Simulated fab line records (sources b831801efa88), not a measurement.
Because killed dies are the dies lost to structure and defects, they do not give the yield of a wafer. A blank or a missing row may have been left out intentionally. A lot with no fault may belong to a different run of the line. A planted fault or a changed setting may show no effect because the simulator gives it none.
2 desks, one fault -- flow sky130 -- numbers are kept per desk, each desk with only its own; the story behind them comes last

== DESK OF THE TOOL OWNER: rie diel-03 ==
The tool's own readings at SKY_SPACER_ETCHBACK_02 (etches Si3N4 in CH3F/O2, stops on SiO2, time 46.7 s, target depth 45 nm): means of the sampled wafers that have a number, for each lot that ran on this tool. Marked OUT: a lot whose mean sits more than 4 standard deviations from the usual mean, which makes it out of limits; the brackets give that distance.
Columns: A = chamber pressure mTorr at SKY_SPACER_ETCHBACK_02, usual 25.001 mTorr; B = drypump motor current A at SKY_SPACER_ETCHBACK_02, usual 5.9 A; C = oes product au at SKY_SPACER_ETCHBACK_02, usual 0.855 a.u.; D = run length s at SKY_SPACER_ETCHBACK_02, usual 75.0 s; E = throttle valve pct at SKY_SPACER_ETCHBACK_02, usual 10.562 %
lot,first seen here,A,B,C,D,E
L102,day 23 18:29,24.991,5.8,0.862,75.0,10.568
L106,day 25 01:29,25.004,5.9,0.855,74.7,10.560
L112,day 27 15:44,24.978,5.6,0.782 (-11) OUT,82.8 (+18) OUT,10.564
L115,day 28 01:07,25.010,5.9,0.794 (-9.3) OUT,82.5 (+18) OUT,10.559
This desk finds L112, L115 out of limits, L112 being first, at day 27 15:44 (oes product au at SKY_SPACER_ETCHBACK_02). Within limits: L102, L106.

== THE METROLOGY DESK ==
Lot by lot, what the gauges showed, no matter which tool ran the lot: averages of those sampled wafers that carry a number. Marked OUT: a lot whose mean sits more than 4 standard deviations from the usual mean, which makes it out of limits; the brackets give that distance.
Columns: A = FIELD_ISO_CVD_03_THK at SKY_FIELD_ISO_THK_MEAS_04, usual 163.8 nm; B = GATE_OXIDE_OXIDATION_00_THK at SKY_GATE_OXIDE_THK_MEAS_02, usual 10.38 nm
lot,first seen here,A,B
L102,day 1 16:46,165.7,10.28
L103,day 1 20:49,164.8,10.08
L105,day 2 04:56,164.1,10.28
L106,day 2 09:31,165.0,9.68
L108,day 2 19:32,163.6,10.30
L112,day 3 23:28,163.9,10.41
L115,day 4 07:52,162.9,10.38
L119,day 5 03:02,162.8,10.66
L122,day 5 19:47,164.1,10.62
L123,day 5 23:07,164.1,10.51
L124,day 6 03:53,163.2,10.43
Result from this desk: across the 11 lots, nothing is out of limits.

== TAKEN TOGETHER ==
At day 27 15:44, on L112, L115, the tool owner's desk was in a position to raise an alarm.
Metrology desk: nothing out of limits seen.
The metrology desk has L112, L115 on record, within its limits.
SKY_SPACER_ETCHBACK_02 was run on rie diel-03 by each of the lots named.

== WHAT THE SIMULATOR PUT IN ==
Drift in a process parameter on rie diel-03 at SKY_SPACER_ETCHBACK_02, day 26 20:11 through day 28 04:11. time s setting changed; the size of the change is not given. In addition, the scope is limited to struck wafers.
Shown lots that were struck: L112, L115.
Hours from the fault's start to each desk's first reading out of limits: the tool owner's desk, 20.
